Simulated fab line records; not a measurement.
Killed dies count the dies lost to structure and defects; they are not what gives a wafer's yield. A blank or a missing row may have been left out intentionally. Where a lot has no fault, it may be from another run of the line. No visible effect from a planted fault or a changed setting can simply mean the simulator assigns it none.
Struck lot and sound lot, side by side ; flow sky130 ; 17 out of 708 route steps
Sound: wafers L813.1, L813.2, L813.6. The struck wafers were L825.2, L825.5, L825.6. The cause is named last.
For every step that has rows: the tool of each side, followed by ch and its chambers, followed by its first start. Under that, the readings that differ: sound wafers ; struck wafers ; difference of the means ; sigmas: that difference in standard deviations of wafers without a fault.
alike: readings whose means differ by less than 2 such deviations, and words and numbers that are the same on both sides. not compared: withheld readings, readings that some wafer has no value for, bounds like >300 that may hide the same value, and numbers for which the record gives no deviation and whose values overlap.
The two part at a step that has a row with sigmas, a row that says differs or no value, or rows on one side only. Numbers that have no deviation but don't overlap get no sigmas and don't part them. A reading that every wafer of one side lacks parts them only if that side has two wafers or more.

first, 2 steps without rows for these wafers: SKY_NWELL_IMPLANT_12; SKY_NWELL_IMPLANT_13.
SKY_NWELL_STRIP_14: strips in O2/N2.
  sound on plasmaAsher-01 ch 0,1, day 5 18:31; struck on plasmaAsher-03 ch 0,1, day 9 01:01
  alike: drypumpMotorCurrentA, n2FlowSccm, oesProductAu, stripTimeToEndpointS
  not compared: rfHoursCounterH
SKY_NWELL_TW_MEAS_15:
  sound: filmMetro-02 at day 5 18:37; struck: filmMetro-02 at day 9 01:07
  alike: NWELL_TW
then, 7 steps without rows for these wafers: SKY_NWELL_DEHYDRATE_16 (time 60 s); SKY_NWELL_HMDS_17 (prime time 60 s); SKY_NWELL_COAT_18 (resist thk 3000 nm); SKY_NWELL_SOFTBAKE_19; SKY_NWELL_EXPOSE_20 (exposes mask NWM COMPLEMENT, target cd 840 nm); SKY_NWELL_PEB_21; SKY_NWELL_DEVELOP_22 (develop time 60 s).
SKY_NWELL_OVL_MEAS_23:
  sound: overlay-02 at day 6 11:35; struck: overlay-01 at day 9 22:41
  alike: NWELL_01_OVL
SKY_NWELL_IMPLANT_24:
  sound on implanter-04 ch 0, day 6 11:37; struck on implanter-03 ch 0, day 9 22:44
reading;sound;struck;difference;sigmas
beamEnergyKeV;139.99 139.99 139.98;101.79 101.88 101.80;-38.16;-99 or more
model.implant.drpNm (nm);95.47 95.47 95.47;83.89 83.89 83.89;-11.58;
SKY_NWELL_STRIP_25: strips in O2/N2.
  sound on plasmaAsher-03 ch 0,1, day 6 11:46; struck on plasmaAsher-01 ch 0,1, day 9 22:52
  alike: drypumpMotorCurrentA, n2FlowSccm, oesProductAu, stripTimeToEndpointS
  not compared: rfHoursCounterH
SKY_NWELL_TW_MEAS_26:
  sound: filmMetro-03 at day 6 11:52; struck: filmMetro-03 at day 9 22:58
reading;sound;struck;difference;sigmas
NWELL_2_TW;501 500 498;488 486 490;-12;-3
then, 1 step without rows for these wafers: SKY_NWELL_CLEAN_27 (cleans in SC1/SC2, time 150 s).
-- the record jumps here: 40 days lie between the struck wafers' starts before and after (it left off in module NWELL and takes up again in module PAD_OPEN, whose first step shown is number 708 of the route) --
SKY_PAD_OPEN_PROBE_99:
  sound: prober-01 at day 47 07:35; struck: prober-01 at day 50 08:42
reading;sound;struck;difference;sigmas
model.etest.pfet_16v.rOnOhmUm;1.495e+04 1.514e+04 1.492e+04;4.365e+04 4.4e+04 3.926e+04;+2.730e+04;
model.etest.resIsoPwell.rsOhmSq;2987 3078 2979;3.09e+04 3.186e+04 2.515e+04;+2.63e+04;
model.etest.resIsoPwell.lineOhmUm;1124 1157 1124;1.246e+04 1.252e+04 1.015e+04;+1.058e+04;
model.etest.nfet_16v.rOnOhmUm;1.427e+04 1.432e+04 1.41e+04;1.508e+04 1.48e+04 1.483e+04;+6.733e+02;
model.etest.pfet_16v.driveUaUm;247.3 245.7 250.4;56.09 55.54 63.95;-189.27;
model.etest.tip_n_5v.rsOhmSq;1397 1394 1392;1552 1562 1562;+164;
model.etest.resIsoPwell.widthNm (nm);2630 2631 2631;2485 2464 2503;-147;
model.etest.resNwell.lineOhmUm;1040 1051 1052;1021 1039 1018;-22;
  alike: killed_at_M0_to_M3, killed_at_M4_up, killedAtContacts, killedAtFrontEnd, killedAtOther, killedDies, killedOpen, killedShort

## WHERE THEY PART
Earliest at SKY_NWELL_IMPLANT_24; latest, in this record, at SKY_NWELL_TW_MEAS_26. Later steps at which nothing parts them and some readings are alike: SKY_PAD_OPEN_PROBE_99.

WHY: what the simulator had put in
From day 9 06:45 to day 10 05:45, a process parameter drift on implanter-03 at SKY_NWELL_IMPLANT_24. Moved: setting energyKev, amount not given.
